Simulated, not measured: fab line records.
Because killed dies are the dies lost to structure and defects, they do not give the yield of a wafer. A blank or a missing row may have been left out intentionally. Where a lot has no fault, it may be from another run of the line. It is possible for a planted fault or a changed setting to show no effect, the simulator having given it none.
A single fault, viewed from 2 desks ; flow sky130 ; what lay behind the numbers comes last; until then each desk has only its own

AT THE METROLOGY DESK
Lot by lot, what the gauges showed, no matter which tool ran the lot: averages of those sampled wafers that carry a number. A lot is out of limits, marked OUT, if its mean lies more than 4 standard deviations from the usual mean; the brackets give that distance.
Columns: A = VT_ADJUST_NCORE_TW at SKY_VT_ADJUST_NCORE_TW_MEAS_11, usual 221.0; B = SONOS_ONO_CVD_04_THK at SKY_SONOS_ONO_THK_MEAS_05, usual 5.81 nm; C = cdNm at SKY_POLY_GATE_CD_MEAS_13, usual 150.1 nm
lot;first seen here;A;B;C
L852;day 8 17:50;225.4;5.77;150.5
L853;day 9 05:24;220.3;5.83;150.4
L854;day 9 12:48;220.2;5.85;151.2
L856;day 10 01:49;223.9;5.79;150.5
L857;day 10 10:48;218.3;5.67;151.1
L858;day 10 17:22;220.4;5.94;149.6
L862;day 11 19:29;224.6;5.79;152.8
L863;day 12 00:30;224.9;5.79;152.2
L868;day 14 05:04;218.7;5.95;150.2
L869;day 14 07:05;219.1;5.84;150.6
L871;day 14 16:43;219.4;5.73;-
L873;day 15 03:45;222.7;5.77;148.3
L874;day 15 11:07;219.1;5.80;149.6
Finding of this desk: none of the 13 lots has anything out of limits.

DESK OF THE TOOL OWNER: wetBench-03
The tool's own readings at SKY_GATE_OXIDE_WET_ETCH_12 (etches SiO2 in dHF, target depth 16.8 nm, time 336 s): means of the sampled wafers that have a number, for each lot that ran on this tool. A lot is out of limits, marked OUT, if its mean lies more than 4 standard deviations from the usual mean; the brackets give that distance.
Columns: A = runLengthS at SKY_GATE_OXIDE_WET_ETCH_12, usual 364 s
lot;first seen here;A
L852;day 13 20:28;361
L854;day 14 21:59;363
L862;day 17 20:26;362
L863;day 18 02:35;363
L869;day 20 18:08;361
L871;day 21 04:16;173 (-49) OUT
This desk's finding: out of limits on L871; first on L871, day 21 04:16 (runLengthS at SKY_GATE_OXIDE_WET_ETCH_12). L852, L854, L862, L863, L869: within limits.

PUT TOGETHER
The tool owner's desk could have raised an alarm at day 21 04:16, on L871.
Metrology desk: nothing out of limits seen.
The metrology desk has L871 on record, within its limits.
The lots listed all ran SKY_GATE_OXIDE_WET_ETCH_12 on wetBench-03.

WHAT HAD BEEN PUT IN BY THE SIMULATOR
wetBench-03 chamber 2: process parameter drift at SKY_GATE_OXIDE_WET_ETCH_12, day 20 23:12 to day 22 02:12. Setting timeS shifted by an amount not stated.
Lots struck among those shown: L871.
Time in hours from fault onset to the first out-of-limits reading at each desk: the tool owner's desk, 5.
